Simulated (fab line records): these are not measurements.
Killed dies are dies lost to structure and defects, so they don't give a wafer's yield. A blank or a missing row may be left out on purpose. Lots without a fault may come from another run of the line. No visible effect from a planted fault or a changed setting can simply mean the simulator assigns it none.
Which of the tools did it? -- flow sky130 -- 11 lots, 33 wafers sampled, at 5 steps of a route of 708

WHAT EACH GAUGE READ, for each wafer
SKY_VIA3_OVL_MEAS_13.
lot,measured,on,VIA3_OVL (nm)
L532,day 39 16:05,overlay-02,4 1 2
L534,day 40 11:38,overlay-02,2 7 5
L536,day 40 14:32,overlay-01,11 8 11
L538,day 42 08:20,overlay-02,-1 -1 -11
L539,day 42 09:56,overlay-02,-1 -1 9
L541,day 42 12:29,overlay-01,-3 -4 -2
L548,day 44 00:59,overlay-02,-1 2 0
L549,day 44 06:33,overlay-02,1 3 3
L550,day 44 18:32,overlay-01,4 7 3
L553,day 45 10:40,overlay-02,-6 -6 -2
L555,day 45 19:50,overlay-02,-6 -3 0

SKY_CAP2M_THK_MEAS_01.
lot,measured,on,CAP2M_CVD_00_THK (nm)
L532,day 39 18:00,film-metro-04,15.29 15.21 15.63
L534,day 40 13:17,film-metro-04,15.56 16.00 15.88
L536,day 40 16:08,film-metro-04,15.40 15.29 15.31
L538,day 42 09:55,film-metro-01,15.02 15.35 15.25
L539,day 42 11:31,film-metro-01,15.81 15.67 15.83
L541,day 42 14:04,film-metro-01,15.08 15.27 15.26
L548,day 44 02:34,film-metro-03,15.34 15.63 15.75
L549,day 44 08:10,film-metro-03,10.72 10.95 10.58
L550,day 44 20:08,film-metro-01,10.76 10.72 10.99
L553,day 45 12:14,film-metro-03,15.18 15.24 15.53
L555,day 45 21:25,film-metro-01,15.08 15.36 15.35

WHAT TOOL EACH LOT RAN ON (gives the tool, then ch and the chambers of the sampled wafers, and finally the start)
lot,SKY_VIA3_ETCH_14,SKY_VIA3_ETCH_15,SKY_CAP2M_CVD_00
L532,"rie-diel-01 ch 1,3, day 39 16:08","rie-diel-01 ch 1,3, day 39 16:10","pecvd-03 ch 0,2, day 39 17:59"
L534,"rie-diel-03 ch 0,3, day 40 11:40","rie-diel-03 ch 0,3, day 40 11:43","pecvd-03 ch 0,1,2, day 40 13:15"
L536,"rie-diel-01 ch 0,3, day 40 14:34","rie-diel-01 ch 0,3, day 40 14:37","pecvd-04 ch 0,1, day 40 16:07"
L538,"rie-diel-04 ch 2,3, day 42 08:22","rie-diel-04 ch 2,3, day 42 08:25","pecvd-01 ch 1,2, day 42 09:53"
L539,"rie-diel-01 ch 1,2, day 42 09:59","rie-diel-01 ch 1,2, day 42 10:01","pecvd-04 ch 0,1, day 42 11:29"
L541,"rie-diel-03 ch 0,2,3, day 42 12:32","rie-diel-03 ch 0,2,3, day 42 12:34","pecvd-03 ch 0,1,2, day 42 14:02"
L548,"rie-diel-01 ch 0,2,3, day 44 01:01","rie-diel-01 ch 0,2,3, day 44 01:04","pecvd-01 ch 0,1, day 44 02:32"
L549,"rie-diel-03 ch 2,3, day 44 06:34","rie-diel-03 ch 2,3, day 44 06:37","pecvd-04 ch 1,2, day 44 08:07"
L550,"rie-diel-04 ch 0,1,3, day 44 18:34","rie-diel-04 ch 0,1,3, day 44 18:37","pecvd-04 ch 0,1,2, day 44 20:07"
L553,"rie-diel-01 ch 0,2,3, day 45 10:42","rie-diel-01 ch 0,2,3, day 45 10:44","pecvd-01 ch 0,1,2, day 45 12:13"
L555,"rie-diel-01 ch 0,2,3, day 45 19:53","rie-diel-01 ch 0,2,3, day 45 19:55","pecvd-01 ch 0,2, day 45 21:24"
- SKY_VIA3_ETCH_14: etches BARC in N2/H2, stops on SiO2, time 45.9 s, target depth 60 nm.
- SKY_VIA3_ETCH_15: etches SiO2 in C4F8/O2/Ar, stops on TiN, target depth 507 nm, time 78 s.
- SKY_CAP2M_CVD_00: deposits SiO2, target thk 15.5 nm.

WHAT THE TOOLS THEMSELVES READ (means of the sampled wafers that have a number; where no wafer has one, the mark that the record gives instead)
SKY_VIA3_ETCH_14.
lot,tool,drypump-motor-current-A (A),oes-product-au (a.u.),throttle-valve-pct (%)
L532,rie-diel-01,5.6,0.851,13.220
L534,rie-diel-03,5.8,0.846,13.226
L536,rie-diel-01,5.6,0.855,13.227
L538,rie-diel-04,5.4,0.854,13.225
L539,rie-diel-01,5.1,0.854,13.235
L541,rie-diel-03,5.5,0.852,13.234
L548,rie-diel-01,5.3,0.856,13.234
L549,rie-diel-03,5.3,0.851,13.228
L550,rie-diel-04,5.7,0.854,13.232
L553,rie-diel-01,5.3,0.859,13.223
L555,rie-diel-01,5.3,0.857,13.218

SKY_VIA3_ETCH_15.
lot,tool,oes-product-au (a.u.)
L532,rie-diel-01,0.945
L534,rie-diel-03,0.951
L536,rie-diel-01,0.948
L538,rie-diel-04,0.943
L539,rie-diel-01,0.945
L541,rie-diel-03,0.947
L548,rie-diel-01,0.942
L549,rie-diel-03,0.946
L550,rie-diel-04,0.944
L553,rie-diel-01,0.952
L555,rie-diel-01,0.950

SKY_CAP2M_CVD_00.
lot,tool,heater-power-outer-w (W),heater-power-w (W)
L532,pecvd-03,443,721
L534,pecvd-03,384,651
L536,pecvd-04,411,716
L538,pecvd-01,377,659
L539,pecvd-04,434,747
L541,pecvd-03,417,691
L548,pecvd-01,422,722
L549,pecvd-04,437,722
L550,pecvd-04,440,733
L553,pecvd-01,422,713
L555,pecvd-01,400,641

THE ANSWER, worked out from the rows above alone
Rule: what is usual is taken from the lots themselves. Put in order of their means at a reading, lots are off if they are a third of the lots or fewer, leave a main group of 4 or more, and stand apart from it by a gap of 3 or more times the standard deviation of the main group's means; of several such gaps the widest counts. A main group is skipped when, at the precision printed for the reading in the tables above, its means are all equal. Also off: a lot with no number at a reading for which 4 or more lots have one. The other lots that the step has rows for count as sound. Order of review: gauges by route order, followed by the tools' own readings, for which a lot's mean as printed above is used. At the first step where some lot is off, the reading lying furthest off is the one used; lots without a number count as furthest.
Off: L549, L550, seen at SKY_CAP2M_THK_MEAS_01 (CAP2M_CVD_00_THK). The main group: mean 15.43 nm, standard deviation 0.22.
If a tool, at a process step before that reading, ran all the lots that are off and no sound lot after the first of them, it fits. Gauges at SKY_CAP2M_THK_MEAS_01: tried the same way as those tools. One fits: SKY_CAP2M_CVD_00 on pecvd-04. A fault onset in the window from L539 (day 42 11:29, its last sound lot) to L549 (day 44 08:07, its first lot off) fits.

WHAT THE SIMULATOR PUT IN
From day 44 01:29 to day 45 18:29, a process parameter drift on pecvd-04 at SKY_CAP2M_CVD_00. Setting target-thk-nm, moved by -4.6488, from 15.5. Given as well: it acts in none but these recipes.
Struck lots among those shown: L549, L550. The rule given above showed the same thing.
